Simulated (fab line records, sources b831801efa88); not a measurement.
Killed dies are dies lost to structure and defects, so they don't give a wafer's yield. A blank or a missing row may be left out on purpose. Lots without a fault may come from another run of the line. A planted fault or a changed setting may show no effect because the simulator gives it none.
A struck lot beside a sound one | flow sky130 | 44 steps out of a route of 708
Sound: wafers L941.1, L941.2, L941.5. Struck: wafers L955.3, L955.4, L955.6. The cause comes at the end.
At each step with rows: each side's tool, then ch and its chambers, then its first start. Under that, the readings that differ: sound wafers | struck wafers | difference of the means | sigmas: that difference in standard deviations of wafers without a fault.
alike: readings whose means differ by less than 2 such deviations, and words and numbers that are the same on both sides. not compared: withheld readings, readings that some wafer has no value for, bounds like >300 that may hide the same value, and numbers for which the record gives no deviation and whose values overlap.
The two part at a step that has a row with sigmas, a row that says differs or no value, or rows on one side only. Numbers that don't overlap but have no deviation are shown without sigmas and don't part them. A reading that every wafer of one side lacks parts them only if that side has two wafers or more.

first, 2 steps without rows for these wafers: SKY_DNWELL_DEVELOP_06 (develop time 60 s); SKY_DNWELL_IMPLANT_07.
SKY_DNWELL_STRIP_08: strips in O2/N2.
  sound on plasma_asher-01 ch 0,1, day 5 06:28; struck on plasma_asher-02 ch 0,1, day 8 00:19
  alike: drypump_motor_current_A, oes_product_au, strip_time_to_endpoint_s
  not compared: rf_hours_counter_h
SKY_DNWELL_TW_MEAS_09:
  sound on film_metro-04, day 5 06:34; struck on film_metro-04, day 8 00:25
  alike: DNWELL_TW
then, 7 steps without rows for these wafers: SKY_PWDE_DEHYDRATE_00 (time 60 s); SKY_PWDE_HMDS_01 (prime time 60 s); SKY_PWDE_COAT_02 (resist thk 3000 nm); SKY_PWDE_SOFTBAKE_03; SKY_PWDE_EXPOSE_04 (exposes mask PWDEM, target cd 840 nm); SKY_PWDE_PEB_05; SKY_PWDE_DEVELOP_06 (develop time 60 s).
SKY_PWDE_OVL_MEAS_07:
  sound on overlay-01, day 5 23:30; struck on overlay-01, day 8 20:06
  reading       | sound       | struck      | difference | sigmas
  PWDE_OVL (nm) | 4.1 3.1 2.1 | 1.1 0.2 0.0 | -2.7       | -2
SKY_PWDE_IMPLANT_08:
  sound on implanter-01 ch 0, day 5 23:32; struck on implanter-01 ch 0, day 8 20:10
  reading            | sound                     | struck                      | difference | sigmas
  dose_ions_cm2      | 3.6e+12 3.6e+12 3.593e+12 | 4.469e+12 4.47e+12 4.47e+12 | +8.720e+11 | +99 or more
  faraday_current_uA | 21.0 20.4 20.2            | 25.4 25.6 26.3              | +5.2       | +13
  alike: beam_energy_keV
SKY_PWDE_STRIP_09: strips in O2/N2.
  sound on plasma_asher-01 ch 0,1, day 5 23:41; struck on plasma_asher-04 ch 0,1, day 8 20:19
  alike: drypump_motor_current_A, oes_product_au, strip_time_to_endpoint_s
  not compared: rf_hours_counter_h
SKY_PWDE_TW_MEAS_10:
  sound on film_metro-04, day 5 23:47; struck on film_metro-01, day 8 20:23
  reading | sound             | struck            | difference | sigmas
  PWDE_TW | 373.7 375.2 375.4 | 401.6 401.8 402.5 | +27.2      | +9
then, 7 steps without rows for these wafers: SKY_NWELL_DEHYDRATE_03 (time 60 s); SKY_NWELL_HMDS_04 (prime time 60 s); SKY_NWELL_COAT_05 (resist thk 3000 nm); SKY_NWELL_SOFTBAKE_06; SKY_NWELL_EXPOSE_07 (exposes mask NWM, target cd 840 nm); SKY_NWELL_PEB_08; SKY_NWELL_DEVELOP_09 (develop time 60 s).
SKY_NWELL_OVL_MEAS_10:
  sound on overlay-02, day 6 17:10; struck on overlay-01, day 9 17:22
  alike: NWELL_00_OVL
then, 3 steps without rows for these wafers: SKY_NWELL_IMPLANT_11; SKY_NWELL_IMPLANT_12; SKY_NWELL_IMPLANT_13.
SKY_NWELL_STRIP_14: strips in O2/N2.
  sound on plasma_asher-03 ch 0,1, day 6 17:39; struck on plasma_asher-01 ch 0,1, day 9 17:56
  alike: drypump_motor_current_A, oes_product_au, strip_time_to_endpoint_s
  not compared: rf_hours_counter_h
SKY_NWELL_TW_MEAS_15:
  sound on film_metro-02, day 6 17:47; struck on film_metro-01, day 9 18:01
  reading  | sound          | struck         | difference | sigmas
  NWELL_TW | 1800 1792 1797 | 1833 1818 1823 | +28        | +2
then, 7 steps without rows for these wafers: SKY_NWELL_DEHYDRATE_16 (time 60 s); SKY_NWELL_HMDS_17 (prime time 60 s); SKY_NWELL_COAT_18 (resist thk 3000 nm); SKY_NWELL_SOFTBAKE_19; SKY_NWELL_EXPOSE_20 (exposes mask NWM COMPLEMENT, target cd 840 nm); SKY_NWELL_PEB_21; SKY_NWELL_DEVELOP_22 (develop time 60 s).
SKY_NWELL_OVL_MEAS_23:
  sound on overlay-02, day 7 11:46; struck on overlay-01, day 10 15:43
  alike: NWELL_01_OVL
then, 1 step without rows for these wafers: SKY_NWELL_IMPLANT_24.
SKY_NWELL_STRIP_25: strips in O2/N2.
  sound on plasma_asher-03 ch 0,1, day 7 11:58; struck on plasma_asher-03 ch 0,1, day 10 15:56
  alike: drypump_motor_current_A, oes_product_au, strip_time_to_endpoint_s
  not compared: rf_hours_counter_h
SKY_NWELL_TW_MEAS_26:
  sound on film_metro-04, day 7 12:04; struck on film_metro-04, day 10 16:01
  alike: NWELL_2_TW
then, 1 step without rows for these wafers: SKY_NWELL_CLEAN_27 (cleans in SC1/SC2, time 150 s).
SKY_NWELL_RTA_28: time 30 s.
  sound on rtp_anneal-02 ch 0, day 7 12:10; struck on rtp_anneal-02 ch 0, day 10 16:08
  alike: anneal_temp_c_max, lamp_power_pct, ramp_down_c_per_s, wafer_temp_C_max
SKY_NWELL_RS_MEAS_29: measures by four-point-probe.
  sound on film_metro-04, day 7 12:16; struck on film_metro-04, day 10 16:15
  alike: NWELL_RS
SKY_NWELL_RS_MEAS_31: measures by four-point-probe.
  sound on film_metro-04, day 7 12:31; struck on film_metro-04, day 10 16:29
  reading          | sound          | struck         | difference | sigmas
  PWDE_RS (ohm/sq) | 5253 5269 5255 | 4461 4439 4440 | -812       | -43
-- the record jumps here: 40 days lie between the struck wafers' starts before and after (it left off in module NWELL and takes up again in module PAD_OPEN, whose first step shown is number 708 of the route) --
SKY_PAD_OPEN_PROBE_99:
  sound on prober-01, day 47 15:20; struck on prober-02, day 50 11:15
  reading                                   | sound                         | struck         | difference | sigmas
  model.etest.res_p_drift_20v.line_ohm_um   | 1.109e+04 1.149e+04 1.121e+04 | 9017 9267 8849 | -2219      |
  model.etest.res_p_drift_20v.rs_ohm_sq     | 9393 9562 9486                | 7523 7787 7285 | -1949      |
  model.etest.res_pwde_under_gate.rs_ohm_sq | 6206 6208 6222                | 5095 5037 5035 | -1156      |
  alike: killed_at_M0_to_M3, killed_at_M4_up, killed_at_contacts, killed_at_front_end, killed_at_other, killed_dies, killed_open, killed_short

WHERE THEY PART
First at SKY_PWDE_OVL_MEAS_07; last, within this record, at SKY_NWELL_RS_MEAS_31. Later steps at which nothing parts them and some readings are alike: SKY_PAD_OPEN_PROBE_99.

WHY: what the simulator had put in
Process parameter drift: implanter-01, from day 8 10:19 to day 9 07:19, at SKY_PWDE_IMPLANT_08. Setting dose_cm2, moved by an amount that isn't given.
